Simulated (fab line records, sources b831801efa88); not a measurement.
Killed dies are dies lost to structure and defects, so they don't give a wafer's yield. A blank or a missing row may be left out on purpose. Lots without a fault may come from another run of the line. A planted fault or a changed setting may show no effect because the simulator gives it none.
fab line records | flow sky130
record lots=11 wafers=32 last_day=50
route steps=708 shown CONTACT@431 METAL1@438 PAD_OPEN@708
lots that met no fault: from a run of the same line without faults
start_h: hours from the record's first day to the start of the lot's first wafer shown | wait_h: hours since the lot's step before | " the same as in the row above | L1.1+2: a row that stands for several wafers | - no value, or no start given | * or withheld: withheld | < > ~ a bound
route shown NAME@n: a module of which the file shows steps, and the number in the route of the first | usual: mean/standard deviation of fault-free wafers | same: alike in all rows | chamber/n: place in a boat | sites: the reading at each site | _std_site: their standard deviation | _edge_site: outer sites' mean less inner sites' | radius_mm: how far each site lies from the wafer's centre | mask NAME#n: copy n | behind: the tool/chamber that last shaped the wafer | hold: why the lot was held/for how many hours/how that ended | device: the transistor (n, p or np) that didn't switch | end of line: the same wafers' tests at the end of the route | a step without rows: its recipe alone | killed: dies lost to structure and defects at the first sort, not the wafer's yield | map: a wafer's dies, x killed, . not, _ none there
set.NAME: the setting as run; set.NAME@STEP: as run at that earlier step | model.NAME: the simulator's own value behind a step, which no gauge read
steps of the route over a sample of lots; a table a step, a row a wafer
services: from which hour (start_h, from the record's first day; less than 0 if before it) a tool's chamber was out of use, for how many hours, and why
## steps
# step SKY_CONTACT_RS_MEAS_25
# recipe thk_meas_gauge=four-point-probe reads=W_of_CONTACT_CVD_24+TiN_of_CONTACT_SPUTTER_23
# usual CONTACT_W_RS=0.337/0.0039
# columns lot.wafer tool chamber start_h wait_h CONTACT_W_RS[ohm/sq]
L106.2 film_metro-04 - 716.59 0.1 0.340
L106.4 " - " " 0.338
L106.6 " - " " 0.334
L107.2 film_metro-04 - 728.17 0.1 0.332
L107.3 " - " " 0.336
L107.6 " - " " 0.335
L108.3 film_metro-03 - 734.53 0.1 0.338
L108.4 " - " " 0.338
L108.5 " - " " 0.337
L109.1 film_metro-02 - 752.68 0.1 0.343
L109.3 " - " " 0.343
L109.4 " - " " 0.338
L110.1 film_metro-02 - 759.98 0.1 0.345
L110.2 " - " " 0.337
L110.6 " - " " 0.345
L111.2 film_metro-02 - 762.30 0.1 0.341
L111.4 " - " " 0.343
L111.5 " - " " 0.346
L112.1 film_metro-03 - 769.40 0.1 0.344
L112.3 " - " " 0.340
L112.6 " - " " 0.342
L113.3 film_metro-02 - 784.33 0.1 0.334
L113.4 " - " " 0.336
L113.5 " - " " 0.330
L115.2 film_metro-04 - 798.86 0.1 0.333
L115.3 " - " " 0.337
L115.4 " - " " 0.332
L117.1 film_metro-02 - 816.10 0.1 0.331
L117.2 " - " " 0.338
L117.4 " - " " 0.342
L129.3 film_metro-04 - 920.28 0.2 0.334
L129.6 " - " " 0.334
# step SKY_CONTACT_CMP_27
# recipe stop_on=SiO2 t_overpolish_s=15 down_force_psi=3.5 platen_rpm=60 target_thk_nm=0 pad_velocity_m_s=0.94248
# usual head_pressure_psi=3.500/0.007 motor_current_A=11.7/0.82 overpolish_run_s=15.001/0.0089 time_to_endpoint_s=83/3.5
# columns lot.wafer tool chamber start_h wait_h head_pressure_psi motor_current_A overpolish_run_s time_to_endpoint_s
L106.2 cmp-01 0 716.80 0.1 3.502 11.0 14.994 81
L106.4 " 1 " " 3.507 10.9 14.996 82
L106.6 " 3 " " 3.507 11.9 15.010 81
L107.3 cmp-02 3 728.33 0.0 3.498 10.6 15.014 77
L107.2 " 1 " " 3.508 10.8 15.010 88
L107.6 " 3 " " 3.501 10.7 15.010 76
L108.3 cmp-02 0 734.77 0.1 3.504 11.5 15.000 86
L108.4 " 1 " " 3.497 11.3 14.985 88
L108.5 " 3 " " 3.500 10.4 15.007 82
L109.1 cmp-01 0 752.91 0.1 3.495 10.8 14.983 79
L109.4 " 1 " " 3.492 11.6 14.995 83
L109.3 " 2 " " 3.496 12.3 15.005 84
L110.1 cmp-01 1 760.21 0.1 3.498 11.0 14.984 82
L110.2 " 2 " " 3.496 12.4 14.993 87
L110.6 " 1 " " 3.496 11.4 15.016 86
L111.2 cmp-02 1 762.46 0.0 3.497 10.5 15.011 88
L111.4 " 3 " " 3.506 10.9 14.996 79
L111.5 " 1 " " 3.512 12.1 14.990 85
L112.1 cmp-02 2 769.68 0.1 3.495 13.1 14.990 81
L112.3 " 3 " " 3.492 11.6 14.993 77
L112.6 " 1 " " 3.491 11.7 14.980 83
L113.4 cmp-01 0 784.47 0.0 3.507 10.8 15.007 82
L113.3 " 2 " " 3.495 12.5 14.995 86
L113.5 " 0 " " 3.505 10.8 15.002 86
L115.2 cmp-02 2 799.02 0.0 3.490 13.3 15.010 88
L115.4 " 0 " " 3.495 12.2 15.002 87
L115.3 " 1 " " 3.503 11.5 15.012 91
L117.2 cmp-02 3 816.33 0.1 3.491 10.9 15.008 83
L117.1 " 0 " " 3.507 12.2 15.012 84
L117.4 " 1 " " 3.501 11.1 14.997 84
L129.3 cmp-02 0 920.47 0.1 3.488 11.9 15.003 87
L129.6 " 3 " " 3.511 10.6 14.993 81
# step SKY_METAL1_SPUTTER_04
# recipe material=TiN target_thk_nm=70 power_w=6500 time_s=58.3 chamber_pressure_pa=0.4
# usual cathode_dc_power_W=6500.0/1.1 throttle_valve_pct=30.0/1.1
# columns lot.wafer tool chamber start_h wait_h cathode_dc_power_W throttle_valve_pct
L106.2 pvd_sputter-02 - 717.14 0.0 6500.4 29.5
L106.4 " - " " 6498.5 28.2
L106.6 " - " " 6501.9 29.3
L107.2 pvd_sputter-04 - 728.72 0.0 6501.7 31.8
L107.3 " - " " 6500.5 30.1
L107.6 " - " " 6498.8 31.8
L108.3 pvd_sputter-02 - 735.06 0.0 6500.6 31.1
L108.4 " - " " 6499.9 27.9
L108.5 " - " " 6500.5 30.8
L109.1 pvd_sputter-01 - 753.26 0.0 6501.6 29.9
L109.3 " - " " 6501.4 28.2
L109.4 " - " " 6500.3 31.6
L110.1 pvd_sputter-04 - 760.56 0.0 6499.3 29.2
L110.2 " - " " 6500.7 30.4
L110.6 " - " " 6498.9 30.2
L111.2 pvd_sputter-04 - 762.86 0.0 6499.9 29.3
L111.4 " - " " 6499.6 30.2
L111.5 " - " " 6500.5 29.4
L112.1 pvd_sputter-02 - 769.97 0.0 6498.7 28.0
L112.3 " - " " 6500.0 29.1
L112.6 " - " " 6499.6 28.1
L113.3 pvd_sputter-02 - 784.86 0.0 6498.5 31.1
L113.4 " - " " 6499.4 30.9
L113.5 " - " " 6500.5 30.9
L115.2 pvd_sputter-02 - 799.41 0.0 6499.2 30.9
L115.3 " - " " 6499.6 28.9
L115.4 " - " " 6499.1 28.0
L117.1 pvd_sputter-02 - 816.67 0.0 6500.5 30.8
L117.2 " - " " 6498.8 30.7
L117.4 " - " " 6499.1 29.1
L129.3 pvd_sputter-04 - 920.81 0.0 6499.1 29.4
L129.6 " - " " 6499.0 29.4
# step SKY_METAL1_THK_MEAS_06
# recipe thk_meas_gauge=xrf reads=AlCu_of_METAL1_SPUTTER_02
# usual METAL1_ALCU_THK=247/3.9
# columns lot.wafer tool chamber start_h wait_h METAL1_ALCU_THK[nm]
L106.2 film_metro-01 - 717.32 0.1 247
L106.4 " - " " 246
L106.6 " - " " 247
L107.2 film_metro-01 - 728.90 0.1 247
L107.3 " - " " 248
L107.6 " - " " 245
L108.3 film_metro-04 - 735.25 0.1 246
L108.4 " - " " 246
L108.5 " - " " 246
L109.1 film_metro-04 - 753.42 0.1 253
L109.3 " - " " 254
L109.4 " - " " 254
L110.1 film_metro-01 - 760.74 0.1 248
L110.2 " - " " 247
L110.6 " - " " 249
L111.2 film_metro-01 - 763.04 0.1 243
L111.4 " - " " 247
L111.5 " - " " 246
L112.1 film_metro-04 - 770.14 0.1 246
L112.3 " - " " 248
L112.6 " - " " 245
L113.3 film_metro-02 - 785.05 0.1 244
L113.4 " - " " 243
L113.5 " - " " 244
L115.2 film_metro-02 - 799.59 0.1 247
L115.3 " - " " 244
L115.4 " - " " 243
L117.1 film_metro-02 - 816.84 0.1 245
L117.2 " - " " 248
L117.4 " - " " 247
L129.3 film_metro-02 - 921.00 0.1 259
L129.6 " - " " 259
# step SKY_METAL1_DESCUM_17
# recipe chemistry=O2 source_power_w=150 bias_power_w=0 pressure_mtorr=10 temp_c=40 time_s=8
# usual drypump_motor_current_A=5.72/0.22 he_backside_leak_sccm=3.25/0.3 oes_product_au=1.000/0.012
# columns lot.wafer tool chamber start_h wait_h drypump_motor_current_A he_backside_leak_sccm oes_product_au rf_hours_counter_h
L106.2 rie_metal-04 1 744.43 0.0 5.67 3.44 1.013 11
L106.4 " 1 " " 5.67 3.48 1.004 -
L106.6 " 1 " " 5.67 3.41 1.010 -
L107.2 rie_metal-04 0 755.78 0.0 5.67 3.39 0.994 4
L107.3 " 0 " " 5.68 3.47 0.999 -
L107.6 " 1 " " 5.68 3.25 1.022 -
L108.3 rie_metal-01 1 762.51 0.0 5.53 3.23 0.994 -
L108.4 " 1 " " 5.52 3.00 0.986 -
L108.5 " 1 " " 5.51 2.89 0.996 -
L109.1 rie_metal-02 0 779.74 0.0 5.35 3.27 0.985 13
L109.3 " 1 " " 6.11 2.98 1.006 -
L109.4 " 0 " " 5.35 2.96 0.995 -
L110.1 rie_metal-04 0 787.94 0.0 5.67 3.26 0.984 6
L110.2 " 1 " " 5.68 3.34 1.008 12
L110.6 " 1 " " 5.68 3.43 1.008 -
L111.2 rie_metal-01 1 789.84 0.0 5.52 3.11 0.996 6
L111.4 " 1 " " 5.52 3.19 1.010 -
L111.5 " 0 " " 5.74 2.97 0.990 -
L112.1 rie_metal-01 0 797.18 0.0 5.74 3.01 0.981 1
L112.3 " 0 " " 5.72 3.18 0.975 -
L112.6 " 0 " " 5.73 3.23 0.982 -
L113.3 rie_metal-01 0 812.24 0.0 5.74 3.13 0.994 -
L113.4 " 1 " " 5.53 2.81 1.008 -
L113.5 " 0 " " 5.73 3.12 1.007 -
L115.2 rie_metal-02 0 826.19 0.0 5.36 3.19 0.993 15
L115.3 " 0 " " 5.34 3.12 0.982 -
L115.4 " 1 " " 6.11 3.01 1.001 -
L117.1 rie_metal-04 0 843.04 0.0 5.65 3.53 0.978 7
L117.2 " 1 " " 5.69 3.43 1.020 14
L117.4 " 1 " " 5.69 3.29 1.014 -
L129.3 rie_metal-02 0 945.40 0.0 5.33 3.17 1.002 -
L129.6 " 0 " " 5.34 3.17 1.001 -
# step SKY_PAD_OPEN_PROBE_99
# usual defect_limited_yield=82.5/1.9 killed_at_M0_to_M3=44/7.3 killed_at_M4_up=3.2/1.8 killed_at_contacts=24/5.4 killed_at_front_end=16/4.4 killed_at_other=0.3/0.48 killed_dies=86/9.5 killed_open=47/7.7 killed_short=39/6.4 sort_bin_3_pad_short=0.9/0.41 sort_bin_5_function=10.4/1.5 sort_bin_6_memory=6.2/1.1 sort_n_pass=406/9.5 sort_yield_pct=82.5/1.9
# same gross_dies=492 killed_at_back_side=0 sort_bin_4_leakage[%]=0 sort_bin_8_speed[%]=0
# columns lot.wafer tool chamber start_h wait_h defect_limited_yield[%] killed_at_M0_to_M3 killed_at_M4_up killed_at_contacts killed_at_front_end killed_at_other killed_dies killed_open killed_short sort_bin_3_pad_short[%] sort_bin_5_function[%] sort_bin_6_memory[%] sort_n_pass sort_yield_pct[%]
L115.2 prober-01 - 1124.14 0.1 85.2 38 3 22 10 0 73 45 28 0.6 8.3 5.9 419 85.2
L115.3 prober-01 - 1124.19 0.2 79.3 57 2 31 12 0 102 66 36 1.0 12.4 7.3 390 79.3
L115.4 prober-01 - 1124.24 0.2 79.3 55 1 32 13 1 102 62 40 1.4 11.2 8.1 390 79.3
L117.1 prober-01 - 1134.40 0.1 86.0 35 2 20 12 0 69 41 28 0.8 7.5 5.7 423 86.0
L117.2 prober-01 - 1134.45 0.1 82.7 37 0 27 21 0 85 45 40 1.2 8.3 7.7 407 82.7
L117.4 prober-01 - 1134.55 0.2 84.8 32 2 21 19 1 75 42 33 0.8 8.3 6.1 417 84.8
# killed by level:class
L115.2 VIA1:geometric_particle:open=13 LI_CONTACT:geometric_particle:open=7 CONTACT:geometric_particle:open=6 VIA1:geometric_particle:short=6 FIELD_ISO:geometric_particle:open=5 CONTACT:geometric_particle:short=3 METAL1:geometric_particle:short=3 METAL2:geometric_particle:short=3
L115.3 LI_CONTACT:geometric_particle:open=13 VIA1:geometric_particle:open=11 VIA2:geometric_particle:open=10 CONTACT:geometric_particle:open=9 VIA3:geometric_particle:open=9 LOCAL_INTERCONNECT:geometric_particle:short=6 METAL1:geometric_particle:short=5 VIA3:geometric_particle:short=5
L115.4 VIA1:geometric_particle:open=14 VIA3:geometric_particle:open=12 VIA2:geometric_particle:open=10 CONTACT:geometric_particle:open=10 CONTACT:geometric_particle:short=8 LOCAL_INTERCONNECT:geometric_particle:short=5 METAL2:geometric_particle:short=5 POLY_GATE:geometric_particle:open=4
L117.1 CONTACT:geometric_particle:open=8 VIA1:geometric_particle:short=8 VIA1:geometric_particle:open=8 LI_CONTACT:geometric_particle:open=7 POLY_GATE:geometric_particle:short=5 VIA3:geometric_particle:open=5 METAL2:geometric_particle:short=3 VIA2:geometric_particle:open=3
L117.2 CONTACT:geometric_particle:open=16 POLY_GATE:geometric_particle:short=6 METAL1:geometric_particle:short=6 VIA1:geometric_particle:open=6 METAL2:geometric_particle:short=6 POLY_GATE:geometric_particle:open=5 VIA2:geometric_particle:open=5 FIELD_ISO:geometric_particle:short=4
L117.4 VIA1:geometric_particle:open=8 CONTACT:geometric_particle:open=8 LI_CONTACT:geometric_particle:open=6 METAL1:geometric_particle:short=6 POLY_GATE:geometric_particle:short=5 POLY_GATE:geometric_particle:open=4 LI_CONTACT:geometric_particle:short=4 VIA2:geometric_particle:open=4
## services
# columns tool chamber start_h hours kind
pvd_sputter-02 - 703.11 2.9 repair
cmp-01 - 733.99 2.2 repair
cmp-02 - 744.00 4.0 pm
cmp-02 - 749.00 7.6 pm
rie_metal-04 1 760.89 6.4 repair
cmp-02 - 765.43 1.1 repair
pvd_sputter-04 - 771.78 50.9 repair
pvd_sputter-04 - 790.78 3.9 repair
rie_metal-01 - 791.83 0.4 repair
pvd_sputter-04 - 797.89 3.4 repair
cmp-01 - 840.13 5.9 pm
rie_metal-02 - 870.25 28.1 pm
cmp-01 - 887.32 1.3 repair
cmp-01 - 892.62 13.6 pm
pvd_sputter-02 - 898.14 1.7 repair
rie_metal-04 - 904.69 0.1 repair
cmp-02 - 906.44 1.8 repair
rie_metal-02 0 911.27 20.4 repair
pvd_sputter-04 - 913.26 2.2 repair
cmp-01 - 913.40 4.0 pm
rie_metal-01 - 913.88 0.4 repair
cmp-02 - 918.30 0.5 repair
pvd_sputter-01 - 939.47 6.4 repair
cmp-01 - 944.64 1.3 repair
## key
first_sign step=SKY_METAL1_THK_MEAS_06 reading=METAL1_ALCU_THK direction=up sigmas=3 usual=247 struck=259
effect none on later readings
met_at SKY_METAL1_SPUTTER_04
struck_lots L129
struck_wafers L129.3,L129.6
not_acting_at SKY_CONTACT_RS_MEAS_25,SKY_CONTACT_CMP_27,SKY_METAL1_DESCUM_17
onset_between 762.86 920.81
also_fits time
fault kind=process_parameter_drift tool=pvd_sputter-04 chamber=- onset_h=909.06 steps=SKY_METAL1_SPUTTER_04 channel=target_thk_nm offset=-18.066 shape=step end_h=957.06 scope=struck_wafers_only acts_in=these_recipes_only stated=70
